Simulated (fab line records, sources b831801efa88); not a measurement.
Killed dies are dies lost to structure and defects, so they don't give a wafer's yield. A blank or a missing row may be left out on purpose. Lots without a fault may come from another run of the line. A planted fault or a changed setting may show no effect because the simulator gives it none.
fab line records | flow sky130
record lots=6 wafers=18 last_day=50
route steps=708 shown CAP2M@620 METAL4@621 PAD_OPEN@708
lots that met no fault: from a run of the same line without faults
start_h: hours from the record's first day to the start of the lot's first wafer shown | wait_h: hours since the lot's step before | " the same as in the row above | L1.1+2: a row that stands for several wafers | - no value, or no start given | * or withheld: withheld | < > ~ a bound
route shown NAME@n: a module of which the file shows steps, and the number in the route of the first | usual: mean/standard deviation of fault-free wafers | same: alike in all rows | chamber/n: place in a boat | sites: the reading at each site | _std_site: their standard deviation | _edge_site: outer sites' mean less inner sites' | radius_mm: how far each site lies from the wafer's centre | mask NAME#n: copy n | behind: the tool/chamber that last shaped the wafer | hold: why the lot was held/for how many hours/how that ended | device: the transistor (n, p or np) that didn't switch | end of line: the same wafers' tests at the end of the route | a step without rows: its recipe alone | killed: dies lost to structure and defects at the first sort, not the wafer's yield | map: a wafer's dies, x killed, . not, _ none there
set.NAME: the setting as run; set.NAME@STEP: as run at that earlier step | model.NAME: the simulator's own value behind a step, which no gauge read
lots at some steps of the route; a table a step, a row a wafer
services: from which hour (start_h, from the record's first day; less than 0 if before it) a tool's chamber was out of use, for how many hours, and why
## steps
# step SKY_CAP2M_CLEAN_17
# recipe chemistry=O3/DIW dry=n2_spin
# step SKY_METAL4_DEHYDRATE_05
# recipe temp_c=200 time_s=60
# step SKY_METAL4_HMDS_06
# recipe prime_time_s=60 prime_temp_c=120
# step SKY_METAL4_COAT_07
# recipe resist=BARC temp_c=withheld time_s=withheld spin_rpm=3000 resist_thk_nm=60
# step SKY_METAL4_COAT_08
# recipe resist=KrF-thick spin_rpm=3000 resist_thk_nm=1140
# step SKY_METAL4_SOFTBAKE_09
# recipe temp_c=100 time_s=90 resist=KrF-thick
# step SKY_METAL4_EXPOSE_10
# recipe mask_id=MM4 na=0.68 source_shape=annular sigma_inner=0.4 sigma_outer=0.8 target_cd_nm=300 dose_mj=28
# step SKY_METAL4_PEB_11
# recipe peb_temp_c=withheld peb_time_s=withheld resist=KrF-thick
# step SKY_METAL4_DEVELOP_12
# recipe develop_time_s=60 resist=KrF-thick dev_temp_c=21
# step SKY_METAL4_CD_MEAS_13
# recipe target_cd_nm=300
# usual cd_nm=300.1/1.5
# columns lot.wafer tool chamber start_h wait_h cd_nm
L350.3 cd_sem-01 - 992.11 - 299.5
L350.5 " - " " 300.3
L350.6 " - " " 299.9
L358.3 cd_sem-01 - 1057.07 - 299.2
L358.5 " - " " 301.9
L358.6 " - " " 300.4
L359.4 cd_sem-02 - 1059.78 - 297.8
L359.5 " - " " 296.7
L359.6 " - " " 297.2
L362.1 cd_sem-01 - 1070.37 - 298.9
L362.5 " - " " 299.7
L362.6 " - " " 300.0
L363.2 cd_sem-01 - 1078.70 - 304.0
L363.5 " - " " 302.4
L363.6 " - " " 302.1
L370.2 cd_sem-01 - 1115.85 - 303.1
L370.3 " - " " 301.3
L370.4 " - " " 301.4
# step SKY_METAL4_OVL_MEAS_14
# usual METAL4_OVL=-4/4.2
# columns lot.wafer tool chamber start_h wait_h METAL4_OVL[nm]
L350.3 overlay-02 - 992.21 0.1 -3
L350.5 " - " " -4
L350.6 " - " " -8
L358.3 overlay-01 - 1057.16 0.1 7
L358.5 " - " " 3
L358.6 " - " " 6
L359.4 overlay-01 - 1059.86 0.1 0
L359.5 " - " " -10
L359.6 " - " " -7
L362.1 overlay-01 - 1070.49 0.1 -2
L362.5 " - " " -4
L362.6 " - " " -2
L363.2 overlay-01 - 1078.81 0.1 -4
L363.5 " - " " -6
L363.6 " - " " -9
L370.2 overlay-01 - 1115.95 0.1 3
L370.3 " - " " -1
L370.4 " - " " -7
# step SKY_METAL4_DESCUM_15
# recipe chemistry=O2 source_power_w=150 bias_power_w=0 pressure_mtorr=10 temp_c=40 time_s=8
# usual drypump_motor_current_A=5.8/0.38 oes_product_au=1.005/0.012 rf_fwd_power_W=146.7/0.64
# columns lot.wafer tool chamber start_h wait_h drypump_motor_current_A oes_product_au rf_fwd_power_W rf_hours_counter_h
L350.3 rie_metal-03 1 992.24 0.0 5.6 0.993 147.7 -
L350.5 " 1 " " 5.6 1.005 147.8 -
L350.6 " 0 " " 5.5 1.011 146.3 -
L358.3 rie_metal-01 0 1057.20 0.0 6.3 0.991 146.6 -
L358.5 " 1 " " 5.0 0.980 147.7 -
L358.6 " 0 " " 6.3 0.998 146.4 -
L359.4 rie_metal-01 1 1059.89 0.0 5.0 0.978 148.2 -
L359.5 " 0 " " 6.3 0.990 146.3 -
L359.6 " 1 " " 5.0 0.981 147.7 -
L362.1 rie_metal-03 1 1070.53 0.0 5.6 1.007 148.2 20
L362.5 " 1 " " 5.6 1.005 148.4 -
L362.6 " 0 " " 5.5 1.000 146.2 -
L363.2 rie_metal-01 1 1078.84 0.0 5.0 0.988 147.6 15
L363.5 " 0 " " 6.3 0.999 147.3 -
L363.6 " 1 " " 5.0 0.988 147.8 -
L370.2 rie_metal-03 1 1115.98 0.0 5.6 0.998 147.3 25
L370.3 " 1 " " 5.6 0.996 147.7 -
L370.4 " 0 " " 5.5 1.010 146.2 -
# step SKY_METAL4_ETCH_16
# recipe chemistry=N2/H2 target=BARC ion_energy_ev=200 bias_w=100 pressure_mtorr=30 n2_flow_sccm=100 h2_flow_sccm=200 icp_w=500 stop_on=SiO2 time_s=88.2 target_depth_a=600
# usual drypump_motor_current_A=5.8/0.38 oes_product_au=0.625/0.0043 rf_fwd_power_W=496.4/2 throttle_valve_pct=13.206/0.0089
# columns lot.wafer tool chamber start_h wait_h drypump_motor_current_A oes_product_au rf_fwd_power_W rf_hours_counter_h throttle_valve_pct model.KrF-thick_of_METAL4_COAT_08.thk_nm model.SiO2_of_CAP2M_CVD_00.thk_nm
L350.3 rie_metal-03 1 992.29 0.0 5.6 0.628 495.4 - 13.202 1074 15.16
L350.5 " 1 " " 5.6 0.629 497.1 - 13.200 1076 15.64
L350.6 " 0 " " 5.5 0.624 495.2 - 13.217 1075 15.63
L358.3 rie_metal-01 0 1057.25 0.0 6.3 0.628 496.8 - 13.220 1079 15.12
L358.5 " 1 " " 5.0 0.634 498.6 - 13.199 1080 15.34
L358.6 " 0 " " 6.4 0.629 496.0 - 13.205 1074 15.16
L359.4 rie_metal-01 1 1059.95 0.0 5.0 0.627 575.9 - 13.212 1069 15.7
L359.5 " 0 " " 6.4 0.622 575.2 - 13.208 1067 15.29
L359.6 " 1 " " 5.0 0.628 574.9 - 13.193 1072 15.2
L362.1 rie_metal-03 1 1070.56 0.0 5.6 0.626 498.2 20 13.211 1078 15.32
L362.5 " 1 " " 5.6 0.628 499.6 - 13.210 1077 15.39
L362.6 " 0 " " 5.5 0.628 494.6 - 13.215 1075 15.53
L363.2 rie_metal-01 1 1078.87 0.0 5.0 0.623 582.2 15 13.209 1068 14.59
L363.5 " 0 " " 6.3 0.624 575.1 - 13.211 1070 14.75
L363.6 " 1 " " 5.0 0.631 581.5 - 13.202 1071 14.65
L370.2 rie_metal-03 1 1116.01 0.0 5.6 0.620 496.4 25 13.220 1069 15.78
L370.3 " 1 " " 5.6 0.619 497.2 - 13.207 1071 15.31
L370.4 " 0 " " 5.5 0.617 493.0 - 13.204 1067 15.88
# step SKY_METAL4_ETCH_17
# recipe target=SiO2 stop_on=TiN chemistry=C4F8/O2/Ar source_w=1500 bias_w=1200 pressure_mtorr=40 c4f8_flow_sccm=withheld O2_flow_sccm=6 Ar_flow_sccm=300 time_s=3.9 target_depth_a=150
# usual oes_product_au=0.752/0.0078 rf_fwd_power_W=1466/5.7
# columns lot.wafer tool chamber start_h wait_h oes_product_au rf_fwd_power_W rf_hours_counter_h
L350.3 rie_diel-01 1 992.36 0.0 0.743 1467 18
L350.5 " 3 " " 0.758 1467 -
L350.6 " 2 " " 0.757 1471 -
L358.3 rie_diel-02 1 1057.32 0.0 0.744 1459 14
L358.5 " 2 " " 0.747 1459 -
L358.6 " 1 " " 0.739 1466 -
L359.4 rie_diel-02 0 1060.01 0.0 0.763 1470 7
L359.5 " 2 " " 0.752 1452 -
L359.6 " 3 " " 0.743 1471 -
L362.1 rie_diel-02 0 1070.66 0.1 0.759 1476 7
L362.5 " 1 " " 0.749 1465 -
L362.6 " 2 " " 0.758 1464 -
L363.2 rie_diel-03 1 1078.97 0.1 0.732 1466 8
L363.5 " 3 " " 0.738 1472 -
L363.6 " 2 " " 0.735 1463 -
L370.2 rie_diel-02 2 1116.11 0.1 0.760 1460 11
L370.3 " 1 " " 0.761 1463 16
L370.4 " 0 " " 0.764 1476 9
# step SKY_PAD_OPEN_PROBE_99
# usual defect_limited_yield=82.2/1.8 killed_at_M0_to_M3=43/6.6 killed_at_M4_up=3.2/1.9 killed_at_contacts=25/5.3 killed_at_front_end=16/4.5 killed_at_other=0.3/0.63 killed_dies=87/8.9 killed_open=48/7.9 killed_short=39/5.3 sort_bin_3_pad_short=0.8/0.38 sort_bin_5_function=10.5/1.5 sort_bin_6_memory=6.4/1.2 sort_n_pass=405/8.9 sort_yield_pct=82.2/1.8
# same gross_dies=492 killed_at_back_side=0 sort_bin_4_leakage[%]=0 sort_bin_8_speed[%]=0
# columns lot.wafer tool chamber start_h wait_h defect_limited_yield[%] killed_at_M0_to_M3 killed_at_M4_up killed_at_contacts killed_at_front_end killed_at_other killed_dies killed_open killed_short sort_bin_3_pad_short[%] sort_bin_5_function[%] sort_bin_6_memory[%] sort_n_pass sort_yield_pct[%]
L358.3 prober-01 - 1143.10 0.2 82.3 45 3 25 14 0 87 46 41 0.8 12.2 4.7 405 82.3
L358.5 prober-01 - 1143.20 0.2 83.1 38 4 29 12 0 83 46 37 0.6 9.8 6.5 409 83.1
L358.6 prober-01 - 1143.25 0.2 83.9 40 5 17 17 0 79 35 44 1.4 10.6 4.1 413 83.9
L363.2 prober-02 - 1160.24 0.1 79.1 59 1 20 23 0 103 56 46 0.6 12.6 7.7 389 79.1
L363.5 prober-02 - 1160.39 0.2 82.3 52 1 24 10 0 87 49 37 0.8 11.2 5.7 405 82.3
L363.6 prober-02 - 1160.44 0.2 85.0 35 1 21 17 0 74 35 39 0.8 8.3 5.9 418 85.0
# killed by level:class
L358.3 CONTACT:geometric_particle:open=9 LI_CONTACT:geometric_particle:open=8 VIA1:geometric_particle:open=6 METAL3:geometric_particle:short=6 VIA2:geometric_particle:open=6 METAL2:geometric_particle:short=5 LOCAL_INTERCONNECT:geometric_particle:short=4 POLY_GATE:geometric_particle:open=4
L358.5 CONTACT:geometric_particle:open=11 METAL2:geometric_particle:short=9 VIA2:geometric_particle:open=9 LI_CONTACT:geometric_particle:open=7 VIA1:geometric_particle:open=6 VIA3:geometric_particle:open=5 FIELD_ISO:geometric_particle:short=4 METAL4:geometric_particle:short=4
L358.6 METAL2:geometric_particle:short=8 CONTACT:geometric_particle:open=6 VIA2:geometric_particle:open=6 VIA1:geometric_particle:short=5 FIELD_ISO:geometric_particle:open=5 POLY_GATE:geometric_particle:short=5 LOCAL_INTERCONNECT:geometric_particle:short=5 METAL1:geometric_particle:short=5
L363.2 VIA2:geometric_particle:open=17 FIELD_ISO:geometric_particle:open=11 FIELD_ISO:geometric_particle:short=6 LOCAL_INTERCONNECT:geometric_particle:short=6 METAL2:geometric_particle:short=6 VIA2:geometric_particle:short=6 LI_CONTACT:geometric_particle:open=5 METAL1:geometric_particle:short=5
L363.5 VIA1:geometric_particle:open=13 VIA3:geometric_particle:open=12 LI_CONTACT:geometric_particle:open=8 METAL2:geometric_particle:short=7 CONTACT:geometric_particle:open=6 LI_CONTACT:geometric_particle:short=4 CONTACT:geometric_particle:short=4 METAL1:geometric_particle:short=4
L363.6 LI_CONTACT:geometric_particle:open=8 CONTACT:geometric_particle:open=6 VIA1:geometric_particle:open=6 FIELD_ISO:geometric_particle:open=5 FIELD_ISO:geometric_particle:short=5 METAL1:geometric_particle:short=5 VIA1:geometric_particle:short=5 POLY_GATE:geometric_particle:short=4
## services
# columns tool chamber start_h hours kind
rie_diel-02 0 1003.12 4.2 repair
rie_diel-01 1 1006.71 16.7 repair
rie_diel-02 1 1026.52 6.1 repair
rie_diel-01 - 1030.96 0.5 repair
rie_diel-03 - 1040.27 28.1 pm
rie_diel-03 - 1071.06 0.5 repair
rie_metal-01 - 1081.80 28.1 pm
rie_diel-03 - 1093.69 0.2 repair
rie_diel-03 - 1094.72 0.2 repair
## key
first_sign step=SKY_METAL4_ETCH_16 reading=rf_fwd_power_W direction=up sigmas=40 usual=496.4 struck=577.5
effect none on later readings
model_effect step=SKY_METAL4_ETCH_16 value=KrF-thick_of_METAL4_COAT_08.thk_nm without=1077 struck=1069
met_at SKY_METAL4_ETCH_16
struck_wafers L359.4,L359.5,L359.6,L363.2,L363.5,L363.6
onset_between 1057.25 1059.95
fault kind=process_parameter_drift tool=rie_metal-01 chamber=- onset_h=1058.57 steps=SKY_METAL4_ETCH_16 channel=icp_w offset=80 shape=step end_h=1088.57 acts_in=these_recipes_only stated=500
